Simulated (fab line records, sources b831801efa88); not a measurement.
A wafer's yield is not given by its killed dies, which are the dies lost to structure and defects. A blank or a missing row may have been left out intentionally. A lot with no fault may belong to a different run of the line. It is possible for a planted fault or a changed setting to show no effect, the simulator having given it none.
Which of the tools did it? | flow sfq_line | Sampling: 14 lots, 42 wafers, 2 of 325 route steps

## WHAT THE GAUGES SHOWED, per wafer
SFQ_M7_OVL_MEAS_945.
lot  | measured     | on         | M7_OVL (nm)
L444 | day 72 23:40 | overlay-01 | -2 -4 -6
L445 | day 73 00:52 | overlay-01 | 7 -1 5
L447 | day 73 03:16 | overlay-01 | -7 5 -10
L448 | day 75 23:08 | overlay-01 | -1 -1 -1
L449 | day 76 01:32 | overlay-01 | 8 8 7
L454 | day 82 02:04 | overlay-01 | -11 -6 -16
L455 | day 82 06:46 | overlay-01 | 5 1 -4
L456 | day 82 09:10 | overlay-01 | -6 -1 -14
L458 | day 82 19:10 | overlay-01 | -5 -4 -8
L459 | day 87 03:11 | overlay-01 | -2 1 2
L460 | day 88 00:47 | overlay-01 | 6 3 11
L462 | day 89 00:55 | overlay-02 | -5 -1 -2
L463 | day 89 08:11 | overlay-02 | -2 3 -2
L464 | day 89 14:11 | overlay-02 | 4 4 4

## WHAT TOOL EACH LOT RAN ON (gives the tool, then ch and the chambers of the sampled wafers, and finally the start)
lot  | SFQ_TRILAYER_I5_STRIP_STRIP_148
L444 | rie_metal-01 ch 0,1, day 68 12:11
L445 | rie_metal-03 ch 0,1, day 68 13:23
L447 | rie_metal-03 ch 0,1, day 68 16:59
L448 | rie_metal-04 ch 0, day 68 22:59
L449 | rie_metal-04 ch 0, day 69 02:42
L454 | rie_metal-01 ch 0,1, day 74 06:04
L455 | rie_metal-01 ch 0,1, day 74 10:52
L456 | rie_metal-01 ch 0,1, day 75 16:53
L458 | rie_metal-04 ch 0,1, day 78 20:06
L459 | rie_metal-04 ch 0,1, day 79 15:25
L460 | rie_metal-01 ch 0,1, day 80 11:20
L462 | rie_metal-04 ch 0,1, day 81 21:04
L463 | rie_metal-03 ch 0,1, day 82 13:06
L464 | rie_metal-04 ch 0,1, day 82 22:42
- SFQ_TRILAYER_I5_STRIP_STRIP_148: strips in O2.

## AS READ BY THE TOOLS THEMSELVES (means over the sampled wafers that have a number; for cases with no such wafer, the mark the record gives instead)
SFQ_TRILAYER_I5_STRIP_STRIP_148.
lot  | tool         | drypump_motor_current_A (A) | oes_product_au (a.u.)
L444 | rie_metal-01 | 6.03                        | 1.003
L445 | rie_metal-03 | 6.24                        | 1.002
L447 | rie_metal-03 | 6.28                        | 1.002
L448 | rie_metal-04 | 5.80                        | 0.996
L449 | rie_metal-04 | 5.80                        | 1.000
L454 | rie_metal-01 | 6.03                        | 1.007
L455 | rie_metal-01 | 6.07                        | 1.001
L456 | rie_metal-01 | 6.05                        | 1.012
L458 | rie_metal-04 | 5.87                        | 1.007
L459 | rie_metal-04 | 5.89                        | 1.004
L460 | rie_metal-01 | 6.07                        | 0.991
L462 | rie_metal-04 | 5.86                        | 1.003
L463 | rie_metal-03 | 6.26                        | 1.001
L464 | rie_metal-04 | 5.94                        | 1.006

## THE ANSWER, worked out from the rows above alone
Rule: what is usual is taken from the lots themselves. The widest of any qualifying gaps counts: lots, ordered by their means at a reading, are off when they make up no more than a third of the lots, leave a main group of 4 or more, and stand apart from it by 3 or more times the standard deviation of that group's means. Not used: any main group whose means are identical at the precision the tables above print for the reading. A lot without any number at a reading at which 4 lots or more have one is off too. Any other lot the step has rows for is counted as sound. Order of review: gauges by route order, followed by the tools' own readings, for which a lot's mean as printed above is used. The first step at which some lot is off is used, and at that step the reading that is off furthest; a lot without a number counts as furthest.
Across all readings shown, no lot is off: no conclusion can be drawn from this.

## WHAT THE SIMULATOR PUT IN
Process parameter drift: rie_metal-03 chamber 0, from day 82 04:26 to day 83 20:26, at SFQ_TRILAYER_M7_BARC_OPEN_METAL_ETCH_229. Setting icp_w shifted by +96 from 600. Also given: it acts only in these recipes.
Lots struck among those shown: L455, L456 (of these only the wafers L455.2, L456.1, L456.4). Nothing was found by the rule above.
